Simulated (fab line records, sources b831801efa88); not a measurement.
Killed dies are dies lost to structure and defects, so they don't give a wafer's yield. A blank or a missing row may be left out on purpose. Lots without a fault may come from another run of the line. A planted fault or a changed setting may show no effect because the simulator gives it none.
A struck lot beside a sound one | flow sky130 | 34 steps out of a route of 708
Sound: wafers L963.3, L963.5, L963.6. Struck: wafers L972.1, L972.2, L972.3. The cause comes at the end.
At each step with rows: each side's tool, then ch and its chambers, then its first start. Under that, the readings that differ: sound wafers | struck wafers | difference of the means | sigmas: that difference in standard deviations of wafers without a fault.
alike: readings whose means differ by less than 2 such deviations, and words and numbers that are the same on both sides. not compared: withheld readings, readings that some wafer has no value for, bounds like >300 that may hide the same value, and numbers for which the record gives no deviation and whose values overlap.
The two part at a step that has a row with sigmas, a row that says differs or no value, or rows on one side only. Numbers that don't overlap but have no deviation are shown without sigmas and don't part them. A reading that every wafer of one side lacks parts them only if that side has two wafers or more.

first, 10 steps without rows for these wafers: SKY_METAL4_EXPOSE_10 (exposes mask MM4, target cd 300 nm); SKY_METAL4_PEB_11; SKY_METAL4_DEVELOP_12 (develop time 60 s); SKY_METAL4_DESCUM_15 (chemistry O2, time 8 s); SKY_METAL4_ETCH_16 (etches BARC in N2/H2, stops on SiO2, time 88.2 s, target depth 60 nm); SKY_METAL4_ETCH_17 (etches SiO2 in C4F8/O2/Ar, stops on TiN, time 3.9 s, target depth 15 nm); SKY_METAL4_METAL_ETCH_18 (etches the open film in Cl2/BCl3, stops on SiO2, target depth 845 nm, time 183.1 s); SKY_METAL4_STRIP_19 (strips in O2/N2); SKY_METAL4_STRIP_20 (strips in post etch residue remover, time 1200 s); SKY_METAL4_CLEAN_21 (cleans in IPA, time 180 s).
SKY_METAL4_CLEAN_22: cleans in O3/DIW.
  sound on wet_bench-02 ch 3, day 44 23:10; struck on wet_bench-02 ch 1, day 46 23:11
then, 22 steps without rows for these wafers: SKY_VIA4_HDPCVD_00 (deposits SiO2, target thk 1750 nm, time 291.7 s); SKY_VIA4_CMP_02 (polishes SiO2); SKY_VIA4_DEHYDRATE_04 (time 60 s); SKY_VIA4_HMDS_05 (prime time 60 s); SKY_VIA4_COAT_06 (resist thk 1140 nm); SKY_VIA4_SOFTBAKE_07 (time 60 s); SKY_VIA4_EXPOSE_08 (exposes mask VIM4, target cd 800 nm); SKY_VIA4_PEB_09; SKY_VIA4_DEVELOP_10 (develop time 60 s); SKY_VIA4_ETCH_12 (etches SiO2 in C4F8/O2/Ar, stops on TiN, target depth 580 nm); SKY_VIA4_STRIP_13 (strips in O2/N2); SKY_VIA4_STRIP_14 (strips in post etch residue remover, time 1200 s); SKY_VIA4_CLEAN_15 (cleans in IPA, time 180 s); SKY_VIA4_CLEAN_16 (cleans in O3/DIW); SKY_VIA4_SPUTTER_17 (material TiN, target thk 20 nm, time 80 s); SKY_VIA4_CVD_18 (deposits W, target thk 505 nm, time 152.14 s); SKY_VIA4_CMP_21 (polishes, stops on SiO2, t overpolish 25 s, target thk 0 nm); SKY_METAL5_SPUTTER_00 (material Ti, target thk 15 nm, time 10 s); SKY_METAL5_SPUTTER_01 (material TiN, target thk 20 nm, time 16.7 s); SKY_METAL5_SPUTTER_02 (material AlCu, target thk 1150 nm, time 61.2 s); SKY_METAL5_SPUTTER_03 (material Ti, target thk 5 nm, time 3.3 s); SKY_METAL5_SPUTTER_04 (material TiN, target thk 70 nm, time 58.3 s).
-- the record jumps here: 3 days lie between the struck wafers' starts before and after (it left off in module METAL5 and takes up again in module PAD_OPEN, whose first step shown is number 708 of the route) --
SKY_PAD_OPEN_PROBE_99:
  sound on prober-01, day 48 14:11; struck on prober-02, day 50 06:19
  reading                                    | sound                        | struck                        | difference | sigmas
  killed_at_M4_up                            | 8 3 3                        | 41 40 43                      | +37        | +20
  killed_dies                                | 99 67 69                     | 114 116 102                   | +32        | +3
  model.etest.nfet_16v.r_on_ohm_um           | 1.38e+04 1.382e+04 1.376e+04 | 1.403e+04 1.393e+04 1.396e+04 | +1.800e+02 |
  model.etest.tester.sort_n_pass             | 393 425 423                  | 378 376 390                   | -32        |
  model.etest.res_pwell_under_gate.rs_ohm_sq | 2303 2285 2282               | 2260 2277 2263                | -23        |
  model.etest.tester.sort_yield_pct (%)      | 79.88 86.38 85.98            | 76.83 76.42 79.27             | -6.57      |
  model.etest.tester.sort_bin_5_pct (%)      | 10.57 8.537 8.333            | 15.04 16.26 13.01             | +5.62      |
  model.etest.pfet_g5v0d10v5.drive_ua_um     | 347.1 346.9 347.9            | 339.1 338.7 338.1             | -8.7       |
  model.etest.pfet_16v.drive_ua_um           | 245.1 248.3 245.9            | 242.1 243 242.7               | -3.8       |
  alike: killed_at_M0_to_M3, killed_at_contacts, killed_at_front_end, killed_at_other, killed_open, killed_short
  not compared: model.etest.tester.sort_bin_3_pct

WHERE THEY PART
Only at SKY_PAD_OPEN_PROBE_99, within this record.

WHY: what the simulator had put in
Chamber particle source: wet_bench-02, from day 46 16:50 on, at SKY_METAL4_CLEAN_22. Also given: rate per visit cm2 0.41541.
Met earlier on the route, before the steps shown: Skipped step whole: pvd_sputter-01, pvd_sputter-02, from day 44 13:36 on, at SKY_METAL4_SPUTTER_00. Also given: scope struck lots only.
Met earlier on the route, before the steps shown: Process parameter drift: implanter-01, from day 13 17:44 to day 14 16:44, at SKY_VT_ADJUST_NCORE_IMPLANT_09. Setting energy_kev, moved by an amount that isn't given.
